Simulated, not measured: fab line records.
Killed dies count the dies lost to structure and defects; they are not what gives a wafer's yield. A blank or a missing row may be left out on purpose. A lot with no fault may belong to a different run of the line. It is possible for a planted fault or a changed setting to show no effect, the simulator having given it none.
Which tool did it? || flow gf180mcu || 14 lots, 42 wafers sampled, at 4 steps of a route of 602

WHAT THE GAUGES SHOWED, per wafer
GF_MIM_RS_MEAS_10: measures by four-point-probe.
{"lot": "L729", "measured": "day 24 17:28", "on": "film-metro-03", "MIM_ALCU_RS (ohm/sq)": "0.1604 0.1590 0.1563"}
{"lot": "L730", "measured": "day 25 00:11", "on": "film-metro-03", "MIM_ALCU_RS (ohm/sq)": "0.1586 0.1633 0.1627"}
{"lot": "L731", "measured": "day 25 06:40", "on": "film-metro-03", "MIM_ALCU_RS (ohm/sq)": "0.1602 0.1629 0.1599"}
{"lot": "L732", "measured": "day 25 17:07", "on": "film-metro-03", "MIM_ALCU_RS (ohm/sq)": "0.1555 0.1569 0.1579"}
{"lot": "L733", "measured": "day 26 02:14", "on": "film-metro-04", "MIM_ALCU_RS (ohm/sq)": "0.1625 0.1602 0.1632"}
{"lot": "L735", "measured": "day 26 16:40", "on": "film-metro-03", "MIM_ALCU_RS (ohm/sq)": "0.1628 0.1595 0.1629"}
{"lot": "L737", "measured": "day 27 08:51", "on": "film-metro-04", "MIM_ALCU_RS (ohm/sq)": "0.1626 0.1646 0.1629"}
{"lot": "L739", "measured": "day 28 05:10", "on": "film-metro-04", "MIM_ALCU_RS (ohm/sq)": "0.1625 0.1607 0.1631"}
{"lot": "L740", "measured": "day 28 12:14", "on": "film-metro-03", "MIM_ALCU_RS (ohm/sq)": "0.1574 0.1557 0.1558"}
{"lot": "L741", "measured": "day 28 17:28", "on": "film-metro-04", "MIM_ALCU_RS (ohm/sq)": "0.1606 0.1577 0.1596"}
{"lot": "L743", "measured": "day 29 11:30", "on": "film-metro-03", "MIM_ALCU_RS (ohm/sq)": "0.1619 0.1621 0.1589"}
{"lot": "L744", "measured": "day 29 12:08", "on": "film-metro-03", "MIM_ALCU_RS (ohm/sq)": "0.1613 0.1564 0.1607"}
{"lot": "L751", "measured": "day 31 06:30", "on": "film-metro-01", "MIM_ALCU_RS (ohm/sq)": "0.1556 0.1554 0.1551"}
{"lot": "L752", "measured": "day 31 20:10", "on": "film-metro-04", "MIM_ALCU_RS (ohm/sq)": "0.1603 0.1622 0.1597"}

TOOL THAT RAN EACH LOT (tool first, then ch and the chambers of the sampled wafers, then the start)
{"lot": "L729", "GF_SAB_ETCH_11": "rie-diel-04 ch 0,1, day 15 04:26", "GF_MIM_SPUTTER_03": "pvd-sputter-01, day 24 17:13", "GF_MIM_SPUTTER_09": "pvd-sputter-03, day 24 17:26"}
{"lot": "L730", "GF_SAB_ETCH_11": "rie-diel-03 ch 0,1,2, day 15 12:24", "GF_MIM_SPUTTER_03": "pvd-sputter-03, day 24 23:55", "GF_MIM_SPUTTER_09": "pvd-sputter-02, day 25 00:08"}
{"lot": "L731", "GF_SAB_ETCH_11": "rie-diel-03 ch 0,3, day 15 19:51", "GF_MIM_SPUTTER_03": "pvd-sputter-03, day 25 06:22", "GF_MIM_SPUTTER_09": "pvd-sputter-02, day 25 06:36"}
{"lot": "L732", "GF_SAB_ETCH_11": "rie-diel-01 ch 0,1,3, day 16 04:41", "GF_MIM_SPUTTER_03": "pvd-sputter-01, day 25 16:52", "GF_MIM_SPUTTER_09": "pvd-sputter-03, day 25 17:05"}
{"lot": "L733", "GF_SAB_ETCH_11": "rie-diel-03 ch 0,1, day 16 16:14", "GF_MIM_SPUTTER_03": "pvd-sputter-03, day 26 01:58", "GF_MIM_SPUTTER_09": "pvd-sputter-02, day 26 02:11"}
{"lot": "L735", "GF_SAB_ETCH_11": "rie-diel-04 ch 0,1,2, day 17 07:32", "GF_MIM_SPUTTER_03": "pvd-sputter-01, day 26 16:25", "GF_MIM_SPUTTER_09": "pvd-sputter-02, day 26 16:38"}
{"lot": "L737", "GF_SAB_ETCH_11": "rie-diel-04 ch 0,2,3, day 18 02:09", "GF_MIM_SPUTTER_03": "pvd-sputter-02, day 27 08:36", "GF_MIM_SPUTTER_09": "pvd-sputter-01, day 27 08:49"}
{"lot": "L739", "GF_SAB_ETCH_11": "rie-diel-01 ch 0,1, day 19 01:59", "GF_MIM_SPUTTER_03": "pvd-sputter-03, day 28 04:52", "GF_MIM_SPUTTER_09": "pvd-sputter-01, day 28 05:05"}
{"lot": "L740", "GF_SAB_ETCH_11": "rie-diel-04 ch 0,2, day 19 04:30", "GF_MIM_SPUTTER_03": "pvd-sputter-01, day 28 11:59", "GF_MIM_SPUTTER_09": "pvd-sputter-03, day 28 12:12"}
{"lot": "L741", "GF_SAB_ETCH_11": "rie-diel-01 ch 0,2, day 19 16:56", "GF_MIM_SPUTTER_03": "pvd-sputter-03, day 28 17:13", "GF_MIM_SPUTTER_09": "pvd-sputter-01, day 28 17:26"}
{"lot": "L743", "GF_SAB_ETCH_11": "rie-diel-01 ch 0,2,3, day 20 12:22", "GF_MIM_SPUTTER_03": "pvd-sputter-01, day 29 11:14", "GF_MIM_SPUTTER_09": "pvd-sputter-01, day 29 11:27"}
{"lot": "L744", "GF_SAB_ETCH_11": "rie-diel-04 ch 0,2,3, day 20 18:00", "GF_MIM_SPUTTER_03": "pvd-sputter-03, day 29 11:50", "GF_MIM_SPUTTER_09": "pvd-sputter-02, day 29 12:04"}
{"lot": "L751", "GF_SAB_ETCH_11": "rie-diel-01 ch 0,1,3, day 23 03:45", "GF_MIM_SPUTTER_03": "pvd-sputter-01, day 31 06:14", "GF_MIM_SPUTTER_09": "pvd-sputter-03, day 31 06:28"}
{"lot": "L752", "GF_SAB_ETCH_11": "rie-diel-01 ch 1,2,3, day 23 14:23", "GF_MIM_SPUTTER_03": "pvd-sputter-01, day 31 19:55", "GF_MIM_SPUTTER_09": "pvd-sputter-02, day 31 20:08"}
- GF_SAB_ETCH_11: etches SiO2 in C4F8/O2/Ar, target depth 55 nm, time 8.5 s.
- GF_MIM_SPUTTER_03: material Ti, target thk 10 nm, time 6.7 s.
- GF_MIM_SPUTTER_09: material TiN, target thk 35 nm, time 29.2 s.

AS READ BY THE TOOLS THEMSELVES (means over the sampled wafers that have a number; for cases with no such wafer, the mark the record gives instead)
GF_SAB_ETCH_11.
{"lot": "L729", "tool": "rie-diel-04", "oes-product-au (a.u.)": 1.006}
{"lot": "L730", "tool": "rie-diel-03", "oes-product-au (a.u.)": 0.997}
{"lot": "L731", "tool": "rie-diel-03", "oes-product-au (a.u.)": 1.008}
{"lot": "L732", "tool": "rie-diel-01", "oes-product-au (a.u.)": 0.991}
{"lot": "L733", "tool": "rie-diel-03", "oes-product-au (a.u.)": 1.006}
{"lot": "L735", "tool": "rie-diel-04", "oes-product-au (a.u.)": 1.002}
{"lot": "L737", "tool": "rie-diel-04", "oes-product-au (a.u.)": 0.984}
{"lot": "L739", "tool": "rie-diel-01", "oes-product-au (a.u.)": 0.984}
{"lot": "L740", "tool": "rie-diel-04", "oes-product-au (a.u.)": 0.990}
{"lot": "L741", "tool": "rie-diel-01", "oes-product-au (a.u.)": 1.008}
{"lot": "L743", "tool": "rie-diel-01", "oes-product-au (a.u.)": 1.005}
{"lot": "L744", "tool": "rie-diel-04", "oes-product-au (a.u.)": 0.994}
{"lot": "L751", "tool": "rie-diel-01", "oes-product-au (a.u.)": 0.995}
{"lot": "L752", "tool": "rie-diel-01", "oes-product-au (a.u.)": 0.990}

GF_MIM_SPUTTER_03.
{"lot": "L729", "tool": "pvd-sputter-01", "substrate-temp-c (C)": 300.05, "throttle-valve-pct (%)": 29.9}
{"lot": "L730", "tool": "pvd-sputter-03", "substrate-temp-c (C)": 300.05, "throttle-valve-pct (%)": 29.3}
{"lot": "L731", "tool": "pvd-sputter-03", "substrate-temp-c (C)": 299.97, "throttle-valve-pct (%)": 29.9}
{"lot": "L732", "tool": "pvd-sputter-01", "substrate-temp-c (C)": 299.91, "throttle-valve-pct (%)": 29.6}
{"lot": "L733", "tool": "pvd-sputter-03", "substrate-temp-c (C)": 300.12, "throttle-valve-pct (%)": 29.1}
{"lot": "L735", "tool": "pvd-sputter-01", "substrate-temp-c (C)": 300.02, "throttle-valve-pct (%)": 29.8}
{"lot": "L737", "tool": "pvd-sputter-02", "substrate-temp-c (C)": 299.86, "throttle-valve-pct (%)": 29.7}
{"lot": "L739", "tool": "pvd-sputter-03", "substrate-temp-c (C)": 300.17, "throttle-valve-pct (%)": 29.5}
{"lot": "L740", "tool": "pvd-sputter-01", "substrate-temp-c (C)": 300.06, "throttle-valve-pct (%)": 29.2}
{"lot": "L741", "tool": "pvd-sputter-03", "substrate-temp-c (C)": 299.90, "throttle-valve-pct (%)": 29.7}
{"lot": "L743", "tool": "pvd-sputter-01", "substrate-temp-c (C)": 300.24, "throttle-valve-pct (%)": 29.0}
{"lot": "L744", "tool": "pvd-sputter-03", "substrate-temp-c (C)": 300.05, "throttle-valve-pct (%)": 29.6}
{"lot": "L751", "tool": "pvd-sputter-01", "substrate-temp-c (C)": 300.14, "throttle-valve-pct (%)": 29.1}
{"lot": "L752", "tool": "pvd-sputter-01", "substrate-temp-c (C)": 299.88, "throttle-valve-pct (%)": 30.5}

GF_MIM_SPUTTER_09.
{"lot": "L729", "tool": "pvd-sputter-03", "throttle-valve-pct (%)": 29.4}
{"lot": "L730", "tool": "pvd-sputter-02", "throttle-valve-pct (%)": 29.7}
{"lot": "L731", "tool": "pvd-sputter-02", "throttle-valve-pct (%)": 30.3}
{"lot": "L732", "tool": "pvd-sputter-03", "throttle-valve-pct (%)": 29.8}
{"lot": "L733", "tool": "pvd-sputter-02", "throttle-valve-pct (%)": 30.4}
{"lot": "L735", "tool": "pvd-sputter-02", "throttle-valve-pct (%)": 30.2}
{"lot": "L737", "tool": "pvd-sputter-01", "throttle-valve-pct (%)": 30.5}
{"lot": "L739", "tool": "pvd-sputter-01", "throttle-valve-pct (%)": 28.9}
{"lot": "L740", "tool": "pvd-sputter-03", "throttle-valve-pct (%)": 29.9}
{"lot": "L741", "tool": "pvd-sputter-01", "throttle-valve-pct (%)": 29.7}
{"lot": "L743", "tool": "pvd-sputter-01", "throttle-valve-pct (%)": 29.0}
{"lot": "L744", "tool": "pvd-sputter-02", "throttle-valve-pct (%)": 29.7}
{"lot": "L751", "tool": "pvd-sputter-03", "throttle-valve-pct (%)": 29.4}
{"lot": "L752", "tool": "pvd-sputter-02", "throttle-valve-pct (%)": 30.4}

THE ANSWER, worked out from the rows above alone
Rule: the usual values come from the lots themselves. Put in order of their means at a reading, lots are off if they are a third of the lots or fewer, leave a main group of 4 or more, and stand apart from it by a gap of 3 or more times the standard deviation of the main group's means; of several such gaps the widest counts. If all means in a main group match to the digits the tables above print for the reading, that group is not used. Also off: a lot with no number at a reading for which 4 or more lots have one. Where the step has rows for the other lots, those lots are counted as sound. First the gauges in route order, then the tools' own readings, where a lot's mean is used as printed above. The first step at which some lot is off is used, and at that step the reading that is off furthest; a lot without a number counts as furthest.
Nothing can be told from this: no lot is off at any reading shown.

WHAT HAD BEEN PUT IN BY THE SIMULATOR
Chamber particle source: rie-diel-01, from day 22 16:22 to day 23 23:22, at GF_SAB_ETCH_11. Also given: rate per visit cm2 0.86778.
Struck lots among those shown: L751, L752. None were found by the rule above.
